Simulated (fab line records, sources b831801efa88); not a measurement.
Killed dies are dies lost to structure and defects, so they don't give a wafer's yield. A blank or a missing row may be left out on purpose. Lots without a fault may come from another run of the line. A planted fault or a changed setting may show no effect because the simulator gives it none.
Which tool did it? | flow gf180mcu | 13 lots, 39 wafers sampled, at 4 steps of a route of 602

WHAT THE GAUGES READ, wafer by wafer
GF_V5_OVL_MEAS_15. Usual: V5_OVL -4 nm, standard deviation 5.8.
lot  | measured     | on         | V5_OVL (nm) | flag
L914 | day 27 14:10 | overlay-01 | -17 -12 -5  |
L915 | day 27 16:19 | overlay-02 | 8 6 1       |
L916 | day 28 02:26 | overlay-02 | -3 3 -4     |
L917 | day 28 14:17 | overlay-01 | -5 -6 -1    |
L919 | day 29 05:42 | overlay-01 | -4 -10 -11  |
L920 | day 29 14:14 | overlay-02 | -2 -8 -10   |
L921 | day 29 21:40 | overlay-02 | -13 -7 -9   |
L922 | day 29 23:46 | overlay-02 | -16 -10 -5  |
L926 | day 30 23:40 | overlay-02 | -2 -3 -3    |
L928 | day 31 13:16 | overlay-02 | -5 -10 -3   |
L933 | day 32 20:10 | overlay-02 | 1 -14 -16   |
L934 | day 33 01:55 | overlay-01 | 3 5 1       |
L936 | day 33 12:37 | overlay-01 | -4 -5 4     |

WHICH TOOL RAN EACH LOT (tool, then ch and the chambers of the sampled wafers, then the start)
lot  | GF_POLY_GATE_ETCH_12               | GF_M5_ETCH_09                      | GF_M5_METAL_ETCH_10
L914 | rie_diel-03 ch 1,2, day 9 13:34    | rie_diel-03 ch 1,2, day 26 16:45   | rie_metal-02 ch 0, day 26 16:46
L915 | rie_diel-03 ch 0,2,3, day 9 18:22  | rie_diel-02 ch 0,3, day 26 18:47   | rie_metal-02 ch 0, day 26 18:49
L916 | rie_diel-03 ch 0,3, day 10 00:00   | rie_diel-04 ch 0,1,3, day 27 05:08 | rie_metal-04 ch 0, day 27 05:17
L917 | rie_diel-02 ch 0,1, day 10 13:41   | rie_diel-02 ch 0,2, day 27 17:53   | rie_metal-01 ch 0,1, day 27 17:55
L919 | rie_diel-02 ch 0,1,3, day 10 23:36 | rie_diel-04 ch 1,2,3, day 28 09:07 | rie_metal-02 ch 0,1, day 28 09:10
L920 | rie_diel-03 ch 0,1, day 11 10:44   | rie_diel-02 ch 0,1,2, day 28 17:31 | rie_metal-04 ch 0,1, day 28 17:32
L921 | rie_diel-03 ch 1,2, day 11 15:21   | rie_diel-02 ch 0,1, day 29 01:28   | rie_metal-01 ch 0, day 29 01:33
L922 | rie_diel-02 ch 0,2,3, day 11 21:36 | rie_diel-03 ch 0,1,2, day 29 02:44 | rie_metal-04 ch 0,1, day 29 02:46
L926 | rie_diel-03 ch 0,1,2, day 13 00:38 | rie_diel-04 ch 0,1,2, day 30 04:08 | rie_metal-02 ch 0,1, day 30 04:12
L928 | rie_diel-03 ch 0,1,3, day 13 15:52 | rie_diel-03 ch 0,3, day 30 18:16   | rie_metal-04 ch 0,1, day 30 18:17
L933 | rie_diel-04 ch 0,2,3, day 15 02:37 | rie_diel-02 ch 1,3, day 32 02:07   | rie_metal-02 ch 0,1, day 32 02:08
L934 | rie_diel-04 ch 1,3, day 15 13:01   | rie_diel-02 ch 1,3, day 32 08:52   | rie_metal-01 ch 0,1, day 32 08:53
L936 | rie_diel-04 ch 1,2,3, day 16 02:46 | rie_diel-03 ch 0,1,2, day 32 19:29 | rie_metal-01 ch 0,1, day 32 19:31
- GF_POLY_GATE_ETCH_12: etches BARC in N2/H2.
- GF_M5_ETCH_09: etches Si3N4 in CF4/O2, target depth 52 nm, time 11.6 s.
- GF_M5_METAL_ETCH_10: etches the open film in Cl2/BCl3, stops on SiO2, target depth 627.5 nm, time 104.6 s.

WHAT THE TOOLS THEMSELVES READ (means of the sampled wafers that have a number; where no wafer has one, the mark that the record gives instead)
GF_POLY_GATE_ETCH_12. Usual: drypump_motor_current_A 5.6 A, standard deviation 0.65; oes_product_au 0.736 a.u., standard deviation 0.0047; throttle_valve_pct 13.215 %, standard deviation 0.009.
lot  | tool        | drypump_motor_current_A (A) | oes_product_au (a.u.) | throttle_valve_pct (%) | flag
L914 | rie_diel-03 | 4.8                         | 0.737                 | 13.215                 |
L915 | rie_diel-03 | 6.1                         | 0.737                 | 13.216                 |
L916 | rie_diel-03 | 6.6                         | 0.737                 | 13.225                 |
L917 | rie_diel-02 | 5.7                         | 0.741                 | 13.217                 |
L919 | rie_diel-02 | 5.5                         | 0.736                 | 13.203                 |
L920 | rie_diel-03 | 5.2                         | 0.739                 | 13.214                 |
L921 | rie_diel-03 | 4.8                         | 0.737                 | 13.213                 |
L922 | rie_diel-02 | 5.7                         | 0.739                 | 13.222                 |
L926 | rie_diel-03 | 5.4                         | 0.738                 | 13.217                 |
L928 | rie_diel-03 | 5.9                         | 0.732                 | 13.221                 |
L933 | rie_diel-04 | 5.5                         | 0.735                 | 13.214                 |
L934 | rie_diel-04 | 5.6                         | 0.735                 | 13.206                 |
L936 | rie_diel-04 | 5.4                         | 0.736                 | 13.225                 |

GF_M5_ETCH_09. Usual: drypump_motor_current_A 5.6 A, standard deviation 0.66; oes_product_au 0.999 a.u., standard deviation 0.0097; throttle_valve_pct 5.970 %, standard deviation 0.0091.
lot  | tool        | drypump_motor_current_A (A) | oes_product_au (a.u.) | throttle_valve_pct (%) | flag
L914 | rie_diel-03 | 4.9                         | 1.002                 | 5.970                  |
L915 | rie_diel-02 | 5.6                         | 0.985                 | 5.968                  |
L916 | rie_diel-04 | 5.8                         | 0.998                 | 5.977                  |
L917 | rie_diel-02 | 6.1                         | 0.996                 | 5.967                  |
L919 | rie_diel-04 | 5.4                         | 0.991                 | 5.969                  |
L920 | rie_diel-02 | 5.9                         | 0.996                 | 5.973                  |
L921 | rie_diel-02 | 5.8                         | 0.990                 | 5.974                  |
L922 | rie_diel-03 | 5.4                         | 0.999                 | 5.965                  |
L926 | rie_diel-04 | 5.2                         | 1.007                 | 5.960                  |
L928 | rie_diel-03 | 6.6                         | 0.997                 | 5.978                  |
L933 | rie_diel-02 | 5.5                         | 1.008                 | 5.983                  |
L934 | rie_diel-02 | 5.5                         | 1.000                 | 5.969                  |
L936 | rie_diel-03 | 5.4                         | 0.997                 | 5.976                  |

GF_M5_METAL_ETCH_10. Usual: drypump_motor_current_A 5.8 A, standard deviation 0.48; oes_product_au 0.971 a.u., standard deviation 0.0069; throttle_valve_pct 28.250 %, standard deviation 0.0099.
lot  | tool         | drypump_motor_current_A (A) | oes_product_au (a.u.) | throttle_valve_pct (%) | flag
L914 | rie_metal-02 | 5.5                         | 0.970                 | 28.251                 |
L915 | rie_metal-02 | 5.6                         | 0.981                 | 28.243                 |
L916 | rie_metal-04 | 6.3                         | 0.972                 | 28.260                 |
L917 | rie_metal-01 | 6.4                         | 0.971                 | 28.247                 |
L919 | rie_metal-02 | 5.6                         | 0.959                 | 28.259                 |
L920 | rie_metal-04 | 5.9                         | 0.972                 | 28.243                 |
L921 | rie_metal-01 | 6.7                         | 0.976                 | 28.241                 |
L922 | rie_metal-04 | 5.5                         | 0.970                 | 28.247                 |
L926 | rie_metal-02 | 5.7                         | 0.970                 | 28.253                 |
L928 | rie_metal-04 | 5.9                         | 0.977                 | 28.248                 |
L933 | rie_metal-02 | 5.7                         | 0.970                 | 28.253                 |
L934 | rie_metal-01 | 6.4                         | 0.968                 | 28.254                 |
L936 | rie_metal-01 | 6.4                         | 0.970                 | 28.258                 |

THE ANSWER, worked out from the rows above alone
Rule: a lot is off if the mean of its wafers that have a number lies more than 3 standard deviations from the usual mean. A lot without any number at a reading at which 4 lots or more have one is off too. The other lots that the step has rows for count as sound. The gauges are gone through in route order, then the tools' own readings, and for those a lot's mean is taken as printed above. The first step at which some lot is off is used, and at that step the reading that is off furthest; a lot without a number counts as furthest.
No lot is off at any reading shown: from this, nothing can be told.

WHAT THE SIMULATOR HAD PUT IN
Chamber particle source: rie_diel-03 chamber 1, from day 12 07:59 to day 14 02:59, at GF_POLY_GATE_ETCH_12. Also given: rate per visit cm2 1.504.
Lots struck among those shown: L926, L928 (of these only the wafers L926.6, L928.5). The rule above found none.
